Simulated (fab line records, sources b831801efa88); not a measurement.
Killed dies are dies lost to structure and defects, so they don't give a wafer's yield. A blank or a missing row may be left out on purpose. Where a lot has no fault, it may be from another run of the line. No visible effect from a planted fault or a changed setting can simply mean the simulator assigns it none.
A lot that was struck, set against a sound lot || flow sky130 || 15 out of 708 route steps
Sound: these wafers, L315.2, L315.4, L315.5. The struck wafers were L304.1, L304.3, L304.4. The cause is given at the end.
Each step with rows lists, per side, the tool, then ch with its chambers, then its first start. Under that, the readings that differ: sound wafers || struck wafers || difference of the means || sigmas: that difference in standard deviations of wafers without a fault.
alike: readings whose means differ by less than 2 such deviations, and words and numbers that are the same on both sides. not compared: withheld readings, readings that some wafer has no value for, bounds like >300 that may hide the same value, and numbers for which the record gives no deviation and whose values overlap.
A row with sigmas, a row that says differs or no value, or rows on one side alone: a step with any of these is where the two part. When numbers do not overlap yet have no deviation, they are printed without sigmas and do not part them. A reading that every wafer of one side lacks parts them only if that side has two wafers or more.

first, 7 steps without rows for these wafers: SKY_PAD_OPEN_DEHYDRATE_00 (time 60 s); SKY_PAD_OPEN_HMDS_01 (prime time 60 s); SKY_PAD_OPEN_COAT_02 (resist thk 3000 nm); SKY_PAD_OPEN_SOFTBAKE_03; SKY_PAD_OPEN_EXPOSE_04 (exposes mask PDM, target cd 60000 nm); SKY_PAD_OPEN_PEB_05; SKY_PAD_OPEN_DEVELOP_06 (develop time 60 s).
SKY_PAD_OPEN_ETCH_07: etches the open film in CF4/O2, stops on AlCu, target depth 725 nm, time 161.1 s.
  sound on rie-diel-01 ch 0,2,3, day 50 08:22; struck on rie-diel-02 ch 0,1,2, day 48 06:31
  alike: drypump-motor-current-A, oes-product-au, throttle-valve-pct
  not compared: rf-hours-counter-h
SKY_PAD_OPEN_STRIP_08: strips in O2/N2.
  sound on plasma-asher-03 ch 0,1, day 50 08:28; struck on plasma-asher-02 ch 0,1, day 48 06:38
  alike: drypump-motor-current-A, oes-product-au
  not compared: rf-hours-counter-h
then, 3 steps without rows for these wafers: SKY_PAD_OPEN_STRIP_09 (strips in post etch residue remover, time 1200 s); SKY_PAD_OPEN_CLEAN_10 (cleans in IPA, time 180 s); SKY_PAD_OPEN_CLEAN_11 (cleans in O3/DIW).
SKY_PAD_OPEN_ANNEAL_12:
  sound on furnace-02 ch 0, day 50 09:04; struck on furnace-01 ch 0, day 48 07:13
{"reading": "spike-tc-bottom-C (C)", "sound": "428.5 427.6 428.4", "struck": "411.4 412.1 411.1", "difference": -16.6, "sigmas": -6}
{"reading": "spike-tc-centre-C (C)", "sound": "400.7 399.7 399.2", "struck": "388.4 389.0 388.4", "difference": -11.3, "sigmas": -11}
{"reading": "spike-tc-lower-C (C)", "sound": "401.0 398.9 399.6", "struck": "386.9 387.7 387.5", "difference": -12.5, "sigmas": -10}
{"reading": "spike-tc-top-C (C)", "sound": "428.1 427.1 428.9", "struck": "420.7 419.2 422.6", "difference": -7.2, "sigmas": -3}
{"reading": "spike-tc-upper-C (C)", "sound": "399.2 400.7 397.0", "struck": "388.8 388.8 388.3", "difference": -10.3, "sigmas": -11}
{"reading": "tube-center-temp-C (C)", "sound": "400.01 399.97 399.96", "struck": "388.58 388.65 388.63", "difference": -11.36, "sigmas": "-99 or more"}
{"reading": "tube_center_temp_C_max", "sound": "400.96 400.88 400.98", "struck": "389.66 389.85 389.70", "difference": -11.20, "sigmas": -66}
{"reading": "zone-power-bottom-pct (%)", "sound": "5.42 5.32 5.44", "struck": "5.13 5.06 5.05", "difference": -0.31, "sigmas": -5}
{"reading": "zone-power-centre-pct (%)", "sound": "4.06 3.97 4.04", "struck": "3.87 3.90 3.87", "difference": -0.14, "sigmas": -3}
  alike: zone-power-top-pct
SKY_PAD_OPEN_BOW_MEAS_13:
  sound on film-metro-02, day 50 10:35; struck on film-metro-01, day 48 08:43
  alike: PAD_OPEN_BOW
SKY_PAD_OPEN_PROBE_99:
  sound on prober-02, day 50 10:44; struck on prober-01, day 48 08:50
{"reading": "killed_at_M4_up", "sound": "6 6 5", "struck": "2 1 1", "difference": -4, "sigmas": -2}
  alike: defect-limited-yield, killed_at_M0_to_M3, killed-at-contacts, killed-at-front-end, killed-at-other, killed-dies, killed-open, killed-short, sort_bin_3_pad_short, sort_bin_5_function, sort_bin_6_memory, sort-n-pass, sort-yield-pct

== WHERE THEY PART ==
Earliest at SKY_PAD_OPEN_ANNEAL_12; latest, in this record, at SKY_PAD_OPEN_PROBE_99.

WHY: the cause the simulator had injected
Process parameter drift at SKY_PAD_OPEN_ANNEAL_12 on furnace-01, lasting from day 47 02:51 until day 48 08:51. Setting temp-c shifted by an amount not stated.
